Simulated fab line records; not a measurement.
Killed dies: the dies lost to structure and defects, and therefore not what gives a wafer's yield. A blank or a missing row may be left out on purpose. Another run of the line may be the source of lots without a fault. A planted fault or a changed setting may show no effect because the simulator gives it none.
Code-filled problem report in 8D (eight disciplines) form | flow sky130 | the parts of the form that need people (team, actions taken, sign-off) are left out

1. THE PROBLEM
Mean of time to endpoint s at SKY_VIA1_CMP_24: 40 s across 4 wafers in 3 lots; on wafers with no fault it is 66 s (standard deviation 3.6). Measured from the usual mean, that is -7.4 standard deviations.
The step: polishes, stops on SiO2, t overpolish 15 s, target thk 0 nm.
First seen on wafer L745.2, day 36 03:50, on cmp-02. Wafers with a number at this step in the record: 36, from 12 lots. Rule for "out", or "out of limits": more than 4 standard deviations from the usual mean. The other wafers with a number count as sound.

2. WHAT IT IS; WHAT IT IS NOT
question                    | is                             | is not
which readings at this step | time to endpoint s             | motor current A, overpolish run s
which lots                  | L745, L749, L750               | L741, L742, L746, L753, L754, L756, L757, L758, L760
which wafers of those lots  | L745.2, L745.3, L749.3, L750.1 | L745.4, L749.4, L749.5, L750.4, L750.6
read on which tools         | cmp-02                         | cmp-01
when                        | from day 36 03:50              | up to then (7 sound wafers); but 25 sound wafers of L746, L749, L750, L753, L754, L756, L757, L758, L760 came after

3. WHAT RULES OUT EACH SUSPECT
Counting: any tool at a process step up to the reading remains a suspect provided it ran every lot that is out. Sound lots after the first of them don't rule it out here, since some wafers of a struck lot are sound.
- cmp-02 at SKY_VIA1_CMP_24 (polishes, stops on SiO2, t overpolish 15 s, target thk 0 nm): kept. Ran every lot that is out, first one L745 (day 36 03:50); last sound lot up to then L742 (day 35 17:30). Its own time to endpoint s readings are out on those wafers.
The count leaves cmp-02 at SKY_VIA1_CMP_24.

4. THE CAUSE (what the simulator had put in)
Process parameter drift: cmp-02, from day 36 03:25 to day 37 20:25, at SKY_VIA1_CMP_24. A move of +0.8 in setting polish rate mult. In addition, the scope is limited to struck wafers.
The count eliminated every tool but this one.

5. THE EFFECT CHAIN, in route order
Each row: a reading where the mean over the struck wafers with a number is more than 3 standard deviations away from the usual. Only readings for which the record gives a usual standard deviation are gone through. hours: the time from each lot's start at the first step in this table that gives one to its start at this step, as a median over the lots. sigmas: the change in usual standard deviations.
hours | step            | reading            | usual | on struck wafers | change | sigmas
0     | SKY_VIA1_CMP_24 | time to endpoint s | 66 s  | 40               | -26    | -7.4
The process steps in it:
- SKY_VIA1_CMP_24: polishes, stops on SiO2, t overpolish 15 s, target thk 0 nm.

6. WHAT WOULD HAVE CAUGHT IT SOONER
In this record no reading fell out of limits until day 36 03:50, 0 hours after the fault had begun at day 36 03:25.
